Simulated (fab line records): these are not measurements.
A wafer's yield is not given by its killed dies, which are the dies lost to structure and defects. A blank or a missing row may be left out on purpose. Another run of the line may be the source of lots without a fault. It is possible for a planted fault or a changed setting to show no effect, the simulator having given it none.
Problem report in the 8D (eight disciplines) form, filled by code -- flow gf180mcu -- the parts of the form that need people (team, actions taken, sign-off) are left out

== 1. PROBLEM STATEMENT ==
Wafers with no fault read 128.5 s with a standard deviation of 0.57, whereas runLengthS at GF_HV_LDD_ETCHBACK_58 reads a mean of 115.3 s on 1 wafer of 1 lot. That puts it -23 standard deviations away from the usual mean.
The step: etches Si3N4 in CH3F/O2, stops on SiO2, time 100 s, target depth 90 nm.
First seen on wafer L828.6, day 17 03:58, on rieDiel-01. The record has a number at this step for 15 wafers belonging to 5 lots. Rule for "out", or "out of limits": more than 4 standard deviations from the usual mean. Any other wafer with a number is counted as sound.

== 2. WHAT IT IS, WHAT IT ISN'T ==
question,is,is not
which readings at this step,"runLengthS, oesProductAu","ch3fFlowSccm, drypumpMotorCurrentA, throttleValvePct"
which lots,L828,"L814, L815, L818, L830"
which wafers of those lots,L828.6,"L828.3, L828.5"
read on which tools,rieDiel-01,"rieDiel-02, rieDiel-03"
when,from day 17 03:58,up to then (11 sound wafers); but 3 sound wafers of L830 came after

== 3. THE SUSPECTS, EACH WITH WHAT RULES IT OUT ==
Counting: a tool at a process step up to the reading stays a suspect if it ran every lot that is out. Sound lots after the first of them don't rule it out here, since some wafers of a struck lot are sound.
- plasmaAsher-01 at GF_HV_LDD_STRIP_49 (strips in O2/N2): kept. L828, the lot that is out, went through it at day 17 00:14; up to then, the latest sound lot through it was L815 at day 12 18:19.
- rtpAnneal-02 at GF_HV_LDD_RTA_52 (time 10 s): kept. It ran the lot that is out, L828 (day 17 00:28).
- rieDiel-01 at GF_HV_LDD_ETCHBACK_58 (etches Si3N4 in CH3F/O2, stops on SiO2, time 100 s, target depth 90 nm): kept. L828, the lot that is out, went through it at day 17 03:58; up to then, the latest sound lot through it was L818 at day 13 22:11. Out on those wafers are its own readings of oesProductAu, runLengthS.
- In rieDiel-01 at GF_HV_LDD_ETCHBACK_58, the wafers that are out were processed in chamber 1 and their sound lot-mates in chambers 2, 3.
After the count, these remain: plasmaAsher-01 at GF_HV_LDD_STRIP_49, rtpAnneal-02 at GF_HV_LDD_RTA_52 and rieDiel-01 at GF_HV_LDD_ETCHBACK_58.

== 4. THE CAUSE (what the simulator had put in) ==
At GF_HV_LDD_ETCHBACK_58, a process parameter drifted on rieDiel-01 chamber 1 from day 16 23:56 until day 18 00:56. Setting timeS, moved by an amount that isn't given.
Counting leaves 3 suspects; this tool is one of them.

== 5. SEQUENCE OF EFFECTS, ordered by route ==
Rows list readings where the struck wafers' mean (over those with a number) sits beyond 3 standard deviations from the usual. Only readings for which the record gives a usual standard deviation are gone through. hours: the time from each lot's start at the first step in this table that gives one to its start at this step, as a median over the lots. sigmas: the change in usual standard deviations.
hours,step,reading,usual,on struck wafers,change,sigmas
0,GF_HV_LDD_ETCHBACK_58,oesProductAu,0.844 a.u.,0.974,+0.130,+22
0,GF_HV_LDD_ETCHBACK_58,runLengthS,128.5 s,115.3,-13.2,-23
It contains these process steps:
- GF_HV_LDD_ETCHBACK_58: etches Si3N4 in CH3F/O2, stops on SiO2, time 100 s, target depth 90 nm.
Later steps that measure or inspect, where all struck wafers having a row at the step show a number for every such reading and not one has moved that far: GF_NSD_CD_MEAS_07, GF_NSD_OVL_MEAS_08, GF_NSD_TW_MEAS_12, GF_PSD_CD_MEAS_07, GF_PSD_OVL_MEAS_08, GF_PSD_TW_MEAS_11.

== 6. HOW IT WOULD HAVE BEEN CAUGHT EARLIER ==
First out-of-limits reading in this record: day 17 03:58, which is 4 hours after fault onset at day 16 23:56.
